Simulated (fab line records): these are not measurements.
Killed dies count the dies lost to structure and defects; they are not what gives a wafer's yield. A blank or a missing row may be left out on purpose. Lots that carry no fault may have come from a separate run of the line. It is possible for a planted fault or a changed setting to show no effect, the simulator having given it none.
What tool caused it? | flow sky130 | 36 wafers sampled from 12 lots at 1 step of a route of 708

WHAT EACH GAUGE READ, for each wafer
SKY_LDD_N_OVL_MEAS_07.
lot  | measured     | on         | LDD_N_OVL (nm)
L075 | day 18 08:52 | overlay-01 | -1.1 -0.2 -0.6
L077 | day 19 04:12 | overlay-01 | 0.0 -0.4 -0.3
L079 | day 19 09:47 | overlay-02 | 0.5 -1.1 0.8
L081 | day 20 13:50 | overlay-02 | -4.5 -2.4 -1.2
L083 | day 20 19:05 | overlay-01 | -1.5 -0.3 0.4
L085 | day 21 16:19 | overlay-02 | 0.4 0.6 0.4
L087 | day 22 14:31 | overlay-01 | -1.5 -1.4 -1.1
L089 | day 23 02:26 | overlay-02 | -2.4 -1.4 -1.8
L091 | day 23 20:24 | overlay-02 | -0.4 -1.6 -2.1
L093 | day 25 01:07 | overlay-01 | -0.6 -2.6 -1.0
L095 | day 25 09:10 | overlay-02 | -0.5 -2.4 -0.3
L097 | day 26 00:45 | overlay-01 | -1.0 -1.6 -1.9

TOOL THAT RAN EACH LOT (tool first, then ch and the chambers of the sampled wafers, then the start)
Record: no process step prior to these readings.

THE ANSWER, worked out from the rows above alone
Rule: the lots themselves supply what counts as usual. The widest of any qualifying gaps counts: lots, ordered by their means at a reading, are off when they make up no more than a third of the lots, leave a main group of 4 or more, and stand apart from it by 3 or more times the standard deviation of that group's means. If all means in a main group match to the digits the tables above print for the reading, that group is not used. Also off: a lot with no number at a reading for which 4 or more lots have one. Any other lot the step has rows for is counted as sound.
Nothing can be told from this: no lot is off at any reading shown.

WHAT WAS PUT IN BY THE SIMULATOR
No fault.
